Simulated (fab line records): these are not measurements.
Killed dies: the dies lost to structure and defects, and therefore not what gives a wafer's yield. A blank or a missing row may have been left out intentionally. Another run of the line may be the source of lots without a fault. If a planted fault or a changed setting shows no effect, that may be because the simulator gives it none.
Tool commonality check | flow sky130 | Sampled: 11 lots, 33 wafers

REASON IT WAS OPENED
SKY_SD_N_RS_MEAS_17, reading SD_P_RS: flagged on 3 of 11 lots. Wafers without a fault read 147.1 ohm/sq, standard deviation 0.36.
Rule: a lot is flagged in two cases, either no wafer of it has a number, or all its wafers with numbers fall more than 4 standard deviations from that mean. The rest of the lots are taken to be sound.

lot  | measured     | on            | SD_P_RS (ohm/sq), wafer by wafer | flag
L901 | day 27 14:56 | film_metro-04 | 146.8 147.4 147.1                |
L902 | day 28 08:54 | film_metro-01 | 147.4 146.7 146.8                |
L909 | day 31 15:31 | film_metro-04 | 150.7 150.9 150.5                | FLAGGED
L910 | day 31 19:46 | film_metro-01 | 150.2 149.9 150.2                | FLAGGED
L911 | day 32 03:12 | film_metro-03 | 149.4 149.6 149.3                | FLAGGED
L916 | day 33 18:30 | film_metro-01 | 147.4 147.2 147.6                |
L919 | day 34 03:44 | film_metro-01 | 147.2 147.4 146.8                |
L920 | day 34 06:13 | film_metro-04 | 146.9 147.2 146.8                |
L922 | day 34 18:33 | film_metro-04 | 147.1 146.8 147.1                |
L921 | day 34 19:12 | film_metro-03 | 146.6 146.5 146.4                |
L924 | day 35 06:19 | film_metro-03 | 147.3 147.1 147.3                |
The mean of the flagged lots' numbers is 150.1 ohm/sq, +3.0 ohm/sq from the usual (+8 standard deviations).

LOT BY LOT: THE TOOL USED
The record holds 4 process steps before the reading, out of a route of 708 steps. Cell contents, in order: the tool; ch with the chambers the sampled wafers went through; the start.
lot  | flag    | SKY_POLY_CUT_ETCH_11               | SKY_SD_P_IMPLANT_09             | SKY_SD_P_STRIP_10                    | SKY_RES_XHIGH_STRIP_08
L901 |         | rie_diel-01 ch 0,1,2, day 23 22:01 | implanter-04 ch 0, day 25 03:37 | plasma_asher-01 ch 0,1, day 25 03:44 | plasma_asher-02 ch 0,1, day 26 08:53
L902 |         | rie_diel-02 ch 0,1,2, day 24 16:25 | implanter-04 ch 0, day 25 21:23 | plasma_asher-03 ch 0,1, day 25 21:31 | plasma_asher-04 ch 0,1, day 27 03:21
L909 | FLAGGED | rie_diel-04 ch 1,3, day 28 03:10   | implanter-02 ch 0, day 29 07:09 | plasma_asher-02 ch 0,1, day 29 07:18 | plasma_asher-02 ch 0,1, day 30 11:23
L910 | FLAGGED | rie_diel-02 ch 1,2,3, day 28 08:11 | implanter-02 ch 0, day 29 11:20 | plasma_asher-03 ch 0,1, day 29 11:26 | plasma_asher-04 ch 0,1, day 30 15:11
L911 | FLAGGED | rie_diel-02 ch 1,2,3, day 28 16:43 | implanter-02 ch 0, day 29 20:07 | plasma_asher-02 ch 0,1, day 29 20:14 | plasma_asher-02 ch 0,1, day 30 23:44
L916 |         | rie_diel-01 ch 1,2,3, day 30 08:43 | implanter-03 ch 0, day 31 11:46 | plasma_asher-03 ch 0,1, day 31 11:55 | plasma_asher-04 ch 0,1, day 32 15:07
L919 |         | rie_diel-04 ch 1,2, day 30 16:58   | implanter-04 ch 0, day 31 20:17 | plasma_asher-03 ch 0,1, day 31 20:24 | plasma_asher-04 ch 0,1, day 33 00:06
L920 |         | rie_diel-04 ch 0,1,2, day 30 19:04 | implanter-02 ch 0, day 31 22:59 | plasma_asher-01 ch 0,1, day 31 23:06 | plasma_asher-02 ch 0,1, day 33 02:28
L922 |         | rie_diel-01 ch 1,2,3, day 31 08:33 | implanter-03 ch 0, day 32 12:15 | plasma_asher-02 ch 0,1, day 32 12:24 | plasma_asher-02 ch 0,1, day 33 15:10
L921 |         | rie_diel-02 ch 0,1,2, day 31 09:54 | implanter-02 ch 0, day 32 13:36 | plasma_asher-01 ch 0,1, day 32 13:44 | plasma_asher-04 ch 0,1, day 33 15:47
L924 |         | rie_diel-04 ch 0,3, day 31 21:04   | implanter-02 ch 0, day 33 00:47 | plasma_asher-03 ch 0,1, day 33 00:56 | plasma_asher-02 ch 0,1, day 34 02:52
What the steps here do:
- SKY_POLY_CUT_ETCH_11: etches Si3N4 in CF4/CH2F2/Ar, stops on poly-Si, time 42.5 s, target depth 60 nm.
- SKY_SD_P_IMPLANT_09
- SKY_SD_P_STRIP_10: strips in O2/N2.
- SKY_RES_XHIGH_STRIP_08: strips in O2/N2.
- SKY_SD_N_RS_MEAS_17: measures by four-point-probe.

FLAGGED AGAINST TOTAL, ONE TOOL AT A TIME (gauges that did the reading follow at the end)
step                   | tool            | lots run | flagged | share of the flagged lots | sound lots run after its first flagged lot
SKY_POLY_CUT_ETCH_11   | rie_diel-01     | 3        | 0       | none                      | -
SKY_POLY_CUT_ETCH_11   | rie_diel-02     | 4        | 2       | some                      | 1 (L921)
SKY_POLY_CUT_ETCH_11   | rie_diel-04     | 4        | 1       | some                      | 3 (L919,L920,L924)
SKY_SD_P_IMPLANT_09    | implanter-02    | 6        | 3       | all                       | 3 (L920,L921,L924)
SKY_SD_P_IMPLANT_09    | implanter-03    | 2        | 0       | none                      | -
SKY_SD_P_IMPLANT_09    | implanter-04    | 3        | 0       | none                      | -
SKY_SD_P_STRIP_10      | plasma_asher-01 | 3        | 0       | none                      | -
SKY_SD_P_STRIP_10      | plasma_asher-02 | 3        | 2       | some                      | 1 (L922)
SKY_SD_P_STRIP_10      | plasma_asher-03 | 5        | 1       | some                      | 3 (L916,L919,L924)
SKY_RES_XHIGH_STRIP_08 | plasma_asher-02 | 6        | 2       | some                      | 3 (L920,L922,L924)
SKY_RES_XHIGH_STRIP_08 | plasma_asher-04 | 5        | 1       | some                      | 3 (L916,L919,L921)
SKY_SD_N_RS_MEAS_17    | film_metro-01   | 4        | 1       | some                      | 2 (L916,L919)
SKY_SD_N_RS_MEAS_17    | film_metro-03   | 3        | 1       | some                      | 2 (L921,L924)
SKY_SD_N_RS_MEAS_17    | film_metro-04   | 4        | 1       | some                      | 2 (L920,L922)

THE TABLE: WHAT IT ALLOWS
1 row of the table ran every flagged lot: implanter-02 at SKY_SD_P_IMPLANT_09.
- implanter-02 at SKY_SD_P_IMPLANT_09: 3 of its 6 lots flagged. Lots that were sound ran on it after the first flagged one (L920, L921, L924); a persistent fault on the entire tool would not allow that. Its own readings lie more than 4 standard deviations out on every wafer of the flagged lots: beam_energy_keV.
Not one row of the table ran every flagged lot while running no sound lot after the first.

WHAT THE SIMULATOR HAD PUT IN
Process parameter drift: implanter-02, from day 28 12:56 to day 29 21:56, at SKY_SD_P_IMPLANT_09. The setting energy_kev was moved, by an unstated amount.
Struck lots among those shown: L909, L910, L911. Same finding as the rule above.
